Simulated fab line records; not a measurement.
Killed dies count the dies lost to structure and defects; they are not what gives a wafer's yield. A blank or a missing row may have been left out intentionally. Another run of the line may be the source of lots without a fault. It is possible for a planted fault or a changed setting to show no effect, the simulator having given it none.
Which tool was responsible? | flow sky130 | 11 lots, 33 wafers sampled, at 5 steps of a route of 708

WHAT THE GAUGES READ, wafer by wafer
The record holds no reading of a measuring or inspecting step that can be judged against a usual standard deviation.

TOOL THAT RAN EACH LOT (tool first, then ch and the chambers of the sampled wafers, then the start)
lot  | SKY_CAPM_STRIP_14                    | SKY_METAL3_ETCH_16                | SKY_METAL4_SPUTTER_00        | SKY_PASSIVATION_CVD_00          | SKY_PAD_OPEN_PROBE_99
L614 | plasma-asher-02 ch 0,1, day 36 22:51 | rie-metal-01 ch 0,1, day 38 01:28 | pvd-sputter-04, day 39 05:45 | pecvd-03 ch 0,2, day 43 07:11   | -
L615 | plasma-asher-01 ch 0,1, day 37 02:54 | rie-metal-02 ch 0,1, day 38 05:07 | pvd-sputter-04, day 39 09:34 | pecvd-03 ch 0,2, day 43 10:49   | -
L617 | plasma-asher-01 ch 0,1, day 38 16:27 | rie-metal-01 ch 0,1, day 39 18:00 | pvd-sputter-04, day 40 21:04 | pecvd-01 ch 0,1,2, day 44 20:11 | -
L618 | plasma-asher-01 ch 0,1, day 39 23:22 | rie-metal-02 ch 0,1, day 41 00:44 | pvd-sputter-04, day 42 02:49 | pecvd-01 ch 1,2, day 45 23:48   | -
L619 | plasma-asher-02 ch 0,1, day 40 01:24 | rie-metal-01 ch 0,1, day 41 02:08 | pvd-sputter-03, day 42 06:42 | pecvd-04 ch 1,2, day 46 00:49   | -
L620 | plasma-asher-01 ch 0,1, day 40 07:46 | rie-metal-02 ch 1, day 41 08:22   | pvd-sputter-03, day 42 11:16 | pecvd-01 ch 0,1, day 46 06:26   | -
L621 | plasma-asher-02 ch 1, day 40 17:34   | rie-metal-01 ch 0,1, day 41 17:52 | pvd-sputter-04, day 42 19:01 | pecvd-04 ch 0,1,2, day 46 16:51 | -
L628 | plasma-asher-01 ch 0,1, day 42 16:16 | rie-metal-02 ch 0,1, day 43 15:50 | pvd-sputter-03, day 44 21:25 | pecvd-03 ch 0,1,2, day 48 09:57 | -
L629 | plasma-asher-01 ch 0,1, day 42 16:55 | rie-metal-04 ch 0, day 43 16:04   | pvd-sputter-03, day 44 22:01 | pecvd-04 ch 0,1,2, day 48 10:54 | prober-02, day 50 01:17
L632 | plasma-asher-01 ch 0,1, day 43 05:19 | rie-metal-02 ch 0,1, day 44 03:46 | pvd-sputter-01, day 45 03:37 | pecvd-01 ch 0,1,2, day 48 18:36 | prober-01, day 50 07:13
L631 | plasma-asher-01 ch 0,1, day 43 05:54 | rie-metal-04 ch 0, day 44 05:42   | pvd-sputter-04, day 45 06:01 | pecvd-04 ch 0,1, day 48 19:38   | prober-02, day 50 09:28
- SKY_CAPM_STRIP_14: strips in O2/N2.
- SKY_METAL3_ETCH_16: etches BARC in N2/H2, stops on SiO2, time 88.2 s, target depth 60 nm.
- SKY_METAL4_SPUTTER_00: material Ti, target thk 15 nm, time 10 s.
- SKY_PASSIVATION_CVD_00: deposits SiO2, target thk 90 nm.
- SKY_PAD_OPEN_PROBE_99

WHAT THE TOOLS THEMSELVES READ (means of the sampled wafers that have a number; where no wafer has one, the mark that the record gives instead)
SKY_CAPM_STRIP_14. Usual: chamber-pressure-mTorr 1500.0 mTorr, standard deviation 1.5; drypump-motor-current-A 5.5 A, standard deviation 0.43; oes-product-au 0.710 a.u., standard deviation 0.0044; strip-time-to-endpoint-s 12.66 s, standard deviation 0.047.
lot  | tool            | chamber-pressure-mTorr (mTorr) | drypump-motor-current-A (A) | oes-product-au (a.u.) | strip-time-to-endpoint-s (s) | flag
L614 | plasma-asher-02 | 1501.0                         | 5.7                         | 0.708                 | 12.65                        |
L615 | plasma-asher-01 | 1500.0                         | 5.4                         | 0.704                 | 12.67                        |
L617 | plasma-asher-01 | 1499.3                         | 5.4                         | 0.713                 | 12.67                        |
L618 | plasma-asher-01 | 1499.9                         | 5.4                         | 0.709                 | 12.67                        |
L619 | plasma-asher-02 | 1499.9                         | 5.7                         | 0.710                 | 12.61                        |
L620 | plasma-asher-01 | 1499.5                         | 5.4                         | 0.712                 | 12.63                        |
L621 | plasma-asher-02 | 1500.7                         | 4.8                         | 0.710                 | 12.70                        |
L628 | plasma-asher-01 | 1499.4                         | 5.4                         | 0.710                 | 12.62                        |
L629 | plasma-asher-01 | 1500.3                         | 5.4                         | 0.714                 | 12.65                        |
L632 | plasma-asher-01 | 1500.1                         | 5.3                         | 0.710                 | 12.60                        |
L631 | plasma-asher-01 | 1500.2                         | 5.4                         | 0.706                 | 12.67                        |

SKY_METAL3_ETCH_16. Usual: chamber-pressure-mTorr 30.000 mTorr, standard deviation 0.029; drypump-motor-current-A 5.6 A, standard deviation 0.5; h2-flow-sccm 200.0 sccm, standard deviation 0.61; oes-product-au 0.626 a.u., standard deviation 0.0047; throttle-valve-pct 13.206 %, standard deviation 0.0097.
lot  | tool         | chamber-pressure-mTorr (mTorr) | drypump-motor-current-A (A) | h2-flow-sccm (sccm) | oes-product-au (a.u.) | throttle-valve-pct (%) | flag
L614 | rie-metal-01 | 30.007                         | 5.2                         | 199.9               | 0.624                 | 13.205                 |
L615 | rie-metal-02 | 30.015                         | 6.0                         | 200.4               | 0.627                 | 13.209                 |
L617 | rie-metal-01 | 30.025                         | 5.5                         | 200.5               | 0.627                 | 13.213                 |
L618 | rie-metal-02 | 30.003                         | 6.0                         | 199.5               | 0.625                 | 13.208                 |
L619 | rie-metal-01 | 30.007                         | 5.5                         | 200.2               | 0.628                 | 13.204                 |
L620 | rie-metal-02 | 29.987                         | 6.2                         | 199.6               | 0.623                 | 13.200                 |
L621 | rie-metal-01 | 29.996                         | 5.2                         | 200.0               | 0.626                 | 13.204                 |
L628 | rie-metal-02 | 29.999                         | 5.7                         | 199.9               | 0.624                 | 13.206                 |
L629 | rie-metal-04 | 29.996                         | 5.1                         | 200.3               | 0.627                 | 13.203                 |
L632 | rie-metal-02 | 29.974                         | 6.0                         | 200.4               | 0.622                 | 13.202                 |
L631 | rie-metal-04 | 29.993                         | 5.1                         | 199.8               | 0.630                 | 13.202                 |

SKY_METAL4_SPUTTER_00. Usual: throttle-valve-pct 30.1 %, standard deviation 0.82.
lot  | tool           | throttle-valve-pct (%) | flag
L614 | pvd-sputter-04 | 30.5                   |
L615 | pvd-sputter-04 | 30.5                   |
L617 | pvd-sputter-04 | 30.6                   |
L618 | pvd-sputter-04 | 29.9                   |
L619 | pvd-sputter-03 | 29.9                   |
L620 | pvd-sputter-03 | 29.9                   |
L621 | pvd-sputter-04 | 30.6                   |
L628 | pvd-sputter-03 | 29.8                   |
L629 | pvd-sputter-03 | 29.8                   |
L632 | pvd-sputter-01 | 29.4                   |
L631 | pvd-sputter-04 | 30.4                   |

SKY_PASSIVATION_CVD_00. Usual: heater-power-w 659 W, standard deviation 78.
lot  | tool     | heater-power-w (W) | flag
L614 | pecvd-03 | 535                |
L615 | pecvd-03 | 552                |
L617 | pecvd-01 | 707                |
L618 | pecvd-01 | 714                |
L619 | pecvd-04 | 604                |
L620 | pecvd-01 | 701                |
L621 | pecvd-04 | 663                |
L628 | pecvd-03 | 650                |
L629 | pecvd-04 | 654                |
L632 | pecvd-01 | 709                |
L631 | pecvd-04 | 661                |

SKY_PAD_OPEN_PROBE_99. Usual: defect-limited-yield 82.5 %, standard deviation 1.9; killed_at_M0_to_M3 42, standard deviation 6.4; killed_at_M4_up 2.9, standard deviation 1.7; killed-at-contacts 25, standard deviation 5.2; killed-at-front-end 16, standard deviation 4.4; killed-at-other 0.4, standard deviation 0.65; killed-dies 86, standard deviation 9.2; killed-open 47, standard deviation 6.6; killed-short 39, standard deviation 5.8; sort_bin_3_pad_short 0.9 %, standard deviation 0.42; sort_bin_5_function 10.4 %, standard deviation 1.5; sort_bin_6_memory 6.3 %, standard deviation 1; sort-n-pass 406, standard deviation 9.2; sort-yield-pct 82.5 %, standard deviation 1.9.
lot  | tool      | defect-limited-yield (%) | killed_at_M0_to_M3 | killed_at_M4_up | killed-at-contacts | killed-at-front-end | killed-at-other | killed-dies | killed-open | killed-short | sort_bin_3_pad_short (%) | sort_bin_5_function (%) | sort_bin_6_memory (%) | sort-n-pass | sort-yield-pct (%) | flag
L629 | prober-02 | 72.7                     | 35                 | 2.3             | 26                 | 18                  | 52.3            | 134         | 50          | 33           | 4.4                      | 15.6                    | 7.3                   | 358         | 72.7               | OFF
L632 | prober-01 | 69.8                     | 45                 | 3.0             | 16                 | 20                  | 64.7            | 149         | 45          | 39           | 4.2                      | 18.2                    | 7.9                   | 343         | 69.8               | OFF
L631 | prober-02 | 74.3                     | 40                 | 2.0             | 20                 | 13                  | 51.7            | 127         | 42          | 33           | 3.9                      | 15.5                    | 6.4                   | 365         | 74.3               | OFF

THE ANSWER, worked out from the rows above alone
Rule: lot off if the mean of its wafers having a number is beyond 3 standard deviations from the usual mean. Also off: a lot with no number at a reading for which 4 or more lots have one. Any other lot the step has rows for is counted as sound. First the gauges in route order, then the tools' own readings, where a lot's mean is used as printed above. At the first step where some lot is off, the reading lying furthest off is the one used; lots without a number count as furthest.
Off: L629, L632, L631 (SKY_PAD_OPEN_PROBE_99, killed-at-other). Neither off nor sound, because the step has no rows for them: L614, L615, L617, L618, L619, L620, L621, L628.
A tool fits if, at that step or a process step before it, it ran every lot that is off, and no sound lot after the first of them. One fits: SKY_CAPM_STRIP_14 on plasma-asher-01. It ran no sound lot before its first lot that is off in this sample, so the start can't be narrowed down.

WHAT THE SIMULATOR PUT IN
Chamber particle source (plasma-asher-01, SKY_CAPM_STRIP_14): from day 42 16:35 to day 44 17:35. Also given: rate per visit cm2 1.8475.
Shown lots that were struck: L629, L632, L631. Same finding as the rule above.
